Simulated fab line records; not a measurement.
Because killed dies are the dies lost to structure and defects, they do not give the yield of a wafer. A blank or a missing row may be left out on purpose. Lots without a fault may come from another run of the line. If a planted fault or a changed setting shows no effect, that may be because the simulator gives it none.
A struck lot beside a sound one	flow sky130	19 out of 708 route steps
Sound: the wafers L323.2, L323.3, L323.5. Wafers struck: L334.3, L334.6. At the end, the cause is stated.
For every step that has rows: the tool of each side, followed by ch and its chambers, followed by its first start. Under that, the readings that differ: sound wafers	struck wafers	difference of the means	sigmas: that difference in standard deviations of wafers without a fault.
alike: readings with means less than 2 such deviations apart, plus words and numbers identical on both sides. not compared: withheld readings, readings lacking a value on some wafer, bounds such as >300 that could conceal the same value, and numbers that have no deviation in the record and whose values overlap.
A row with sigmas, a row that says differs or no value, or rows on one side alone: a step with any of these is where the two part. Numbers that have no deviation but don't overlap get no sigmas and don't part them. A reading missing from all wafers of one side parts the sides only when that side holds two or more wafers.

first, 4 steps without rows for these wafers: SKY_METAL3_STRIP_20 (strips in post etch residue remover, time 1200 s); SKY_METAL3_CLEAN_21 (cleans in IPA, time 180 s); SKY_METAL3_CLEAN_22 (cleans in O3/DIW); SKY_VIA3_HDPCVD_00 (deposits SiO2, target thk 1635 nm, time 272.5 s).
SKY_VIA3_THK_MEAS_01:
  sound on film metro-01 at day 40 13:28; struck on film metro-02 at day 43 10:47
  alike: VIA3_HDPCVD_THK
SKY_VIA3_CMP_02: polishes SiO2.
  sound on cmp-02 ch 1,2,3, day 40 13:34; struck on cmp-01 ch 2, day 43 10:50
  alike: head pressure psi, motor current A
SKY_VIA3_BOW_MEAS_03:
  sound on film metro-02 at day 40 13:50; struck on film metro-01 at day 43 11:10
  alike: VIA3_BOW
then, 5 steps without rows for these wafers: SKY_VIA3_DEHYDRATE_04 (time 60 s); SKY_VIA3_HMDS_05 (prime time 60 s); SKY_VIA3_COAT_06 (resist thk 60 nm); SKY_VIA3_COAT_07 (resist thk 450 nm); SKY_VIA3_SOFTBAKE_08 (time 90 s).
SKY_VIA3_EXPOSE_09: exposes mask VIM3, target cd 200 nm.
  sound on krf scanner-02 ch 0, day 41 02:29; struck on krf scanner-02 ch 0, day 43 23:28
reading	sound	struck	difference	sigmas
model.VIA3.overlay x nm (nm)	2.279 2.279 2.279	81.76 81.76	+79.48	
  alike: mask
then, 2 steps without rows for these wafers: SKY_VIA3_PEB_10; SKY_VIA3_DEVELOP_11 (develop time 60 s).
SKY_VIA3_CD_MEAS_12 targets a cd of 200 nm.
  sound on cd sem-02 at day 41 14:39; struck on cd sem-02 at day 44 10:58
reading	sound	struck	difference	sigmas
cd nm (nm)	199.3 198.1 200.2	195.5 196.8	-3.0	-2
SKY_VIA3_OVL_MEAS_13:
  sound on overlay-01 at day 41 14:46; struck on overlay-02 at day 44 11:04
reading	sound	struck	difference	sigmas
VIA3_OVL (nm)	6 6 1	88 80	+80	+14
SKY_VIA3_ETCH_14: etches BARC in N2/H2, stops on SiO2, time 45.9 s, target depth 60 nm.
  sound on rie diel-02 ch 0,1,2, day 41 14:47; struck on rie diel-02 ch 2,3, day 44 11:05
  alike: drypump motor current A, oes product au, throttle valve pct
  not compared: rf hours counter h
-- the record jumps here: 5 days lie between the struck wafers' starts before and after (it left off in module VIA3 and takes up again in module PAD_OPEN, whose first step shown is number 708 of the route) --
SKY_PAD_OPEN_PROBE_99:
  sound on prober-02 at day 47 15:16; struck on prober-02 at day 49 22:42
reading	sound	struck	difference	sigmas
model.etest.via3 chain.rc ohm	10.64 10 8.579	11.21 11.35	+1.54	
  alike: defect limited yield, killed_at_M0_to_M3, killed_at_M4_up, killed at contacts, killed at front end, killed at other, killed dies, killed open, killed short, sort_bin_3_pad_short, sort_bin_5_function, sort_bin_6_memory, sort n pass, sort yield pct

## WHERE THEY PART
At SKY_VIA3_CD_MEAS_12 first; at SKY_VIA3_OVL_MEAS_13 last (within this record only). Later steps at which nothing parts them and some readings are alike: SKY_VIA3_ETCH_14, SKY_PAD_OPEN_PROBE_99.

WHY: whatever the simulator had introduced
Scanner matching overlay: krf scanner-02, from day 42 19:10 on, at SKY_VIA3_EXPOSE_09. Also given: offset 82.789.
